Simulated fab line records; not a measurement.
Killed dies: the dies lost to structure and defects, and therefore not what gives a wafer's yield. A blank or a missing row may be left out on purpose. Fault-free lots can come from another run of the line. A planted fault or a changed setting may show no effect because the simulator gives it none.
A lot that was struck, set against a sound lot + flow gf180mcu + 14 steps out of a route of 602
Sound: the wafers L325.3, L325.4, L325.6. Wafers L316.3, L316.5, L316.6 were the ones struck. At the end, the cause is stated.
At each step with rows: each side's tool, then ch and its chambers, then its first start. Under that, the readings that differ: sound wafers + struck wafers + difference of the means + sigmas: that difference in standard deviations of wafers without a fault.
alike: words and numbers the same on both sides, and readings whose means are apart by under 2 such deviations; not compared: readings that were withheld, readings missing a value for some wafer, numbers with overlapping values and no deviation given by the record, and bounds like >300 which may hide the same value.
The two part at a step that has a row with sigmas, a row that says differs or no value, or rows on one side only. Non-overlapping numbers with no deviation appear without sigmas and do not part them. A reading that every wafer of one side lacks parts them only if that side has two wafers or more.

first, 1 step without rows for these wafers: GF_HV_LDD_DEVELOP_18 (develop time 60 s).
GF_HV_LDD_CD_MEAS_19 targets a cd of 400 nm.
  sound on cd-sem-02, day 17 04:08; struck on cd-sem-01, day 14 06:23
  alike: cd-nm
GF_HV_LDD_OVL_MEAS_20:
  sound on overlay-02, day 17 04:13; struck on overlay-02, day 14 06:29
  alike: HV_LDD_01_OVL
next, for these wafers, 1 step has no rows: GF_HV_LDD_IMPLANT_21.
GF_HV_LDD_STRIP_22: strips in O2/N2.
  sound on plasma-asher-01 ch 0,1, day 17 04:26; struck on plasma-asher-02 ch 0,1, day 14 06:41
| reading                      | sound             | struck            | difference | sigmas |
|------------------------------|-------------------|-------------------|------------|--------|
| strip-time-to-endpoint-s (s) | 12.55 12.57 12.54 | 12.70 12.70 12.71 | +0.15      | +4     |
  alike: drypump-motor-current-A, heater-power-w, n2-flow-sccm, oes-product-au
  not compared: rf-hours-counter-h
GF_HV_LDD_TW_MEAS_23:
  sound on film-metro-01, day 17 04:31; struck on film-metro-02, day 14 06:47
  alike: HV_LDD_2_TW
then, 6 steps without rows for these wafers: GF_HV_LDD_DEHYDRATE_24 (time 60 s); GF_HV_LDD_HMDS_25 (prime time 60 s); GF_HV_LDD_COAT_26 (resist thk 1000 nm); GF_HV_LDD_SOFTBAKE_27 (time 60 s); GF_HV_LDD_EXPOSE_28 (exposes mask Nplus HV AREA, target cd 400 nm); GF_HV_LDD_PEB_29.
GF_HV_LDD_DEVELOP_30: develop time 60 s.
  struck on litho-track-03, day 15 03:55; sound on litho-track-03 ch 0, day 18 03:40
  no value came back on the struck wafers for chill-plate-temp-C (C), develop-time-s (s); on the sound wafers chill-plate-temp-C (C) reads 23.11 23.11 23.13
GF_HV_LDD_CD_MEAS_31 targets a cd of 400 nm.
  sound on cd-sem-01, day 18 03:49; struck on cd-sem-02, day 15 04:04
| reading    | sound             | struck | difference                    | sigmas |
|------------|-------------------|--------|-------------------------------|--------|
| cd-nm (nm) | 401.2 401.0 402.2 | - - -  | no value on the struck wafers |        |

## WHERE THEY PART
Earliest at GF_HV_LDD_STRIP_22; latest, in this record, at GF_HV_LDD_CD_MEAS_31.

WHY: what the simulator had put in
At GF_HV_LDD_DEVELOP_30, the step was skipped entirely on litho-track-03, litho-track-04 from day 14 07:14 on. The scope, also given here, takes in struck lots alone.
